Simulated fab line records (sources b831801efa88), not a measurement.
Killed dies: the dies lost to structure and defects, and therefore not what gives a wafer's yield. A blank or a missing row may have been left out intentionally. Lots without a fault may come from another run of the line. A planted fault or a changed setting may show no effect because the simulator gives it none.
Which tool is to blame? :: flow gf180mcu :: 13 lots with 39 wafers sampled at 4 steps, on a route of 602 steps

WHAT EACH GAUGE READ, for each wafer
GF_STI_CD_MEAS_12 targets a cd of 220 nm. Usual: 220.2 nm for cd_nm, sd 0.99.
lot: L130
measured: day 2 05:52
on: cd_sem-01
cd_nm (nm): 220.5 218.6 219.1
flag: 

lot: L131
measured: day 2 10:58
on: cd_sem-02
cd_nm (nm): 222.6 222.1 222.9
flag: 

lot: L132
measured: day 2 16:25
on: cd_sem-01
cd_nm (nm): 220.9 219.9 220.0
flag: 

lot: L133
measured: day 2 23:13
on: cd_sem-01
cd_nm (nm): 222.3 221.7 221.1
flag: 

lot: L134
measured: day 3 03:50
on: cd_sem-02
cd_nm (nm): 218.9 220.7 219.9
flag: 

lot: L135
measured: day 3 09:37
on: cd_sem-01
cd_nm (nm): 220.9 219.7 219.1
flag: 

lot: L136
measured: day 3 16:19
on: cd_sem-01
cd_nm (nm): 220.8 220.2 221.5
flag: 

lot: L138
measured: day 3 23:49
on: cd_sem-01
cd_nm (nm): 219.7 220.4 221.0
flag: 

lot: L144
measured: day 5 06:43
on: cd_sem-02
cd_nm (nm): 219.9 219.5 220.5
flag: 

lot: L149
measured: day 6 07:55
on: cd_sem-02
cd_nm (nm): 218.8 220.0 219.4
flag: 

lot: L150
measured: day 6 13:58
on: cd_sem-02
cd_nm (nm): 221.3 219.7 220.4
flag: 

lot: L151
measured: day 6 19:02
on: cd_sem-02
cd_nm (nm): 220.5 220.1 219.5
flag: 

lot: L152
measured: day 6 23:37
on: cd_sem-01
cd_nm (nm): 220.1 219.7 220.3
flag: 

GF_VT_IMPLANT_OVL_MEAS_07. Usual: VT_IMPLANT_OVL typically reads -0.1 nm, with standard deviation 1.2.
lot: L130
measured: day 5 20:37
on: overlay-02
VT_IMPLANT_OVL (nm): -0.5 -0.4 1.2
flag: 

lot: L131
measured: day 6 02:55
on: overlay-01
VT_IMPLANT_OVL (nm): 0.0 -0.3 0.8
flag: 

lot: L132
measured: day 6 16:50
on: overlay-02
VT_IMPLANT_OVL (nm): -0.7 -0.3 -0.6
flag: 

lot: L133
measured: day 6 19:34
on: overlay-02
VT_IMPLANT_OVL (nm): -1.6 0.3 0.9
flag: 

lot: L134
measured: day 6 23:37
on: overlay-02
VT_IMPLANT_OVL (nm): 0.1 0.3 -1.4
flag: 

lot: L135
measured: day 7 08:55
on: overlay-02
VT_IMPLANT_OVL (nm): 1.2 1.6 1.0
flag: 

lot: L136
measured: day 7 12:22
on: overlay-02
VT_IMPLANT_OVL (nm): -2.5 -0.3 -1.6
flag: 

lot: L138
measured: day 7 20:58
on: overlay-01
VT_IMPLANT_OVL (nm): 0.4 0.8 2.8
flag: 

lot: L144
measured: day 9 10:57
on: overlay-02
VT_IMPLANT_OVL (nm): -1.7 1.1 -0.7
flag: 

lot: L149
measured: day 10 16:42
on: overlay-02
VT_IMPLANT_OVL (nm): -1.7 -0.5 -0.5
flag: 

lot: L150
measured: day 11 01:09
on: overlay-02
VT_IMPLANT_OVL (nm): -0.1 -2.1 0.1
flag: 

lot: L151
measured: day 11 04:49
on: overlay-02
VT_IMPLANT_OVL (nm): -0.7 0.7 1.4
flag: 

lot: L152
measured: day 11 12:09
on: overlay-01
VT_IMPLANT_OVL (nm): -0.9 1.7 1.8
flag: 

GF_VT_IMPLANT_RS_MEAS_46: uses a four-point probe to measure. Usual: MVSD_RS typically reads 457.7 ohm/sq, with standard deviation 1.5.
lot: L130
measured: day 7 19:55
on: film_metro-01
MVSD_RS (ohm/sq): 458.5 458.2 459.2
flag: 

lot: L131
measured: day 8 02:12
on: film_metro-04
MVSD_RS (ohm/sq): 458.1 458.6 458.0
flag: 

lot: L132
measured: day 8 17:19
on: film_metro-04
MVSD_RS (ohm/sq): 457.1 457.4 458.2
flag: 

lot: L133
measured: day 8 20:36
on: film_metro-03
MVSD_RS (ohm/sq): 456.7 457.3 456.5
flag: 

lot: L134
measured: day 9 01:19
on: film_metro-04
MVSD_RS (ohm/sq): 456.7 457.7 459.6
flag: 

lot: L135
measured: day 9 11:19
on: film_metro-01
MVSD_RS (ohm/sq): 459.0 460.1 460.8
flag: 

lot: L136
measured: day 9 15:09
on: film_metro-03
MVSD_RS (ohm/sq): 456.4 457.4 455.6
flag: 

lot: L138
measured: day 10 00:27
on: film_metro-03
MVSD_RS (ohm/sq): 456.5 455.6 456.1
flag: 

lot: L144
measured: day 11 17:24
on: film_metro-01
MVSD_RS (ohm/sq): 459.4 458.3 459.4
flag: 

lot: L149
measured: day 13 02:32
on: film_metro-04
MVSD_RS (ohm/sq): 429.1 427.9 427.6
flag: OFF

lot: L150
measured: day 13 12:06
on: film_metro-04
MVSD_RS (ohm/sq): 427.3 426.6 426.9
flag: OFF

lot: L151
measured: day 13 15:40
on: film_metro-01
MVSD_RS (ohm/sq): 459.0 458.3 457.6
flag: 

lot: L152
measured: day 13 23:36
on: film_metro-01
MVSD_RS (ohm/sq): 458.8 457.4 458.7
flag: 

TOOL THAT RAN EACH LOT (tool first, then ch and the chambers of the sampled wafers, then the start)
lot: L130
GF_MVSD_IMPLANT_09: implanter-03 ch 0, day 4 16:06

lot: L131
GF_MVSD_IMPLANT_09: implanter-03 ch 0, day 4 21:11

lot: L132
GF_MVSD_IMPLANT_09: implanter-01 ch 0, day 5 10:46

lot: L133
GF_MVSD_IMPLANT_09: implanter-01 ch 0, day 5 13:30

lot: L134
GF_MVSD_IMPLANT_09: implanter-03 ch 0, day 5 17:46

lot: L135
GF_MVSD_IMPLANT_09: implanter-03 ch 0, day 6 01:52

lot: L136
GF_MVSD_IMPLANT_09: implanter-03 ch 0, day 6 05:44

lot: L138
GF_MVSD_IMPLANT_09: implanter-03 ch 0, day 6 14:11

lot: L144
GF_MVSD_IMPLANT_09: implanter-04 ch 0, day 8 01:59

lot: L149
GF_MVSD_IMPLANT_09: implanter-01 ch 0, day 9 05:29

lot: L150
GF_MVSD_IMPLANT_09: implanter-01 ch 0, day 9 13:02

lot: L151
GF_MVSD_IMPLANT_09: implanter-04 ch 0, day 9 16:52

lot: L152
GF_MVSD_IMPLANT_09: implanter-03 ch 0, day 9 23:35
- GF_MVSD_IMPLANT_09

AS READ BY THE TOOLS THEMSELVES (means over the sampled wafers that have a number; for cases with no such wafer, the mark the record gives instead)
GF_MVSD_IMPLANT_09. Usual: dose_ions_cm2 4.999e+12, standard deviation 5.4e+09; faraday_current_uA 28.2, standard deviation 0.55.
lot: L130
tool: implanter-03
dose_ions_cm2: 5.004e+12
faraday_current_uA: 27.8
flag: 

lot: L131
tool: implanter-03
dose_ions_cm2: 5.001e+12
faraday_current_uA: 28.0
flag: 

lot: L132
tool: implanter-01
dose_ions_cm2: 5.002e+12
faraday_current_uA: 28.5
flag: 

lot: L133
tool: implanter-01
dose_ions_cm2: 5.004e+12
faraday_current_uA: 28.9
flag: 

lot: L134
tool: implanter-03
dose_ions_cm2: 4.993e+12
faraday_current_uA: 28.4
flag: 

lot: L135
tool: implanter-03
dose_ions_cm2: 5.002e+12
faraday_current_uA: 28.0
flag: 

lot: L136
tool: implanter-03
dose_ions_cm2: 5.003e+12
faraday_current_uA: 28.9
flag: 

lot: L138
tool: implanter-03
dose_ions_cm2: 5.000e+12
faraday_current_uA: 27.6
flag: 

lot: L144
tool: implanter-04
dose_ions_cm2: 5.002e+12
faraday_current_uA: 28.0
flag: 

lot: L149
tool: implanter-01
dose_ions_cm2: 7.478e+12
faraday_current_uA: 43.0
flag: OFF

lot: L150
tool: implanter-01
dose_ions_cm2: 7.489e+12
faraday_current_uA: 42.7
flag: OFF

lot: L151
tool: implanter-04
dose_ions_cm2: 4.998e+12
faraday_current_uA: 27.9
flag: 

lot: L152
tool: implanter-03
dose_ions_cm2: 4.996e+12
faraday_current_uA: 28.0
flag: 

THE ANSWER, worked out from the rows above alone
Rule: a lot is off if the mean of its wafers that have a number lies more than 3 standard deviations from the usual mean. A lot without any number at a reading at which 4 lots or more have one is off too. Any other lot the step has rows for is counted as sound. The gauges are gone through in route order, then the tools' own readings, and for those a lot's mean is taken as printed above. The first step at which some lot is off is used, and at that step the reading that is off furthest; a lot without a number counts as furthest.
Off: L149, L150, at GF_VT_IMPLANT_RS_MEAS_46 (MVSD_RS).
If a tool, at a process step before that reading, ran all the lots that are off and no sound lot after the first of them, it fits. Not tried: the gauges at GF_VT_IMPLANT_RS_MEAS_46; whatever is off there is also off at GF_MVSD_IMPLANT_09, on other tools, and gauge error can't account for it. One fits: GF_MVSD_IMPLANT_09 on implanter-01. Its last sound lot is L133 (day 5 13:30), its first lot that is off L149 (day 9 05:29): a fault that began between those two fits.
The tool's own readings at GF_MVSD_IMPLANT_09 bear it out: on the lots that are off they differ by more than 5 times the standard deviation of the sound lots' means. dose_ions_cm2 reads 7.484e+12 there against 5.000e+12 on the sound lots; faraday_current_uA reads 42.9 there against 28.2 on the sound lots.

WHAT THE SIMULATOR PUT IN
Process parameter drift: implanter-01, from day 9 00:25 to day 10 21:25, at GF_MVSD_IMPLANT_09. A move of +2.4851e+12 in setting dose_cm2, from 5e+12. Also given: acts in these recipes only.
Shown lots that were struck: L149, L150. The same result came from the rule above.
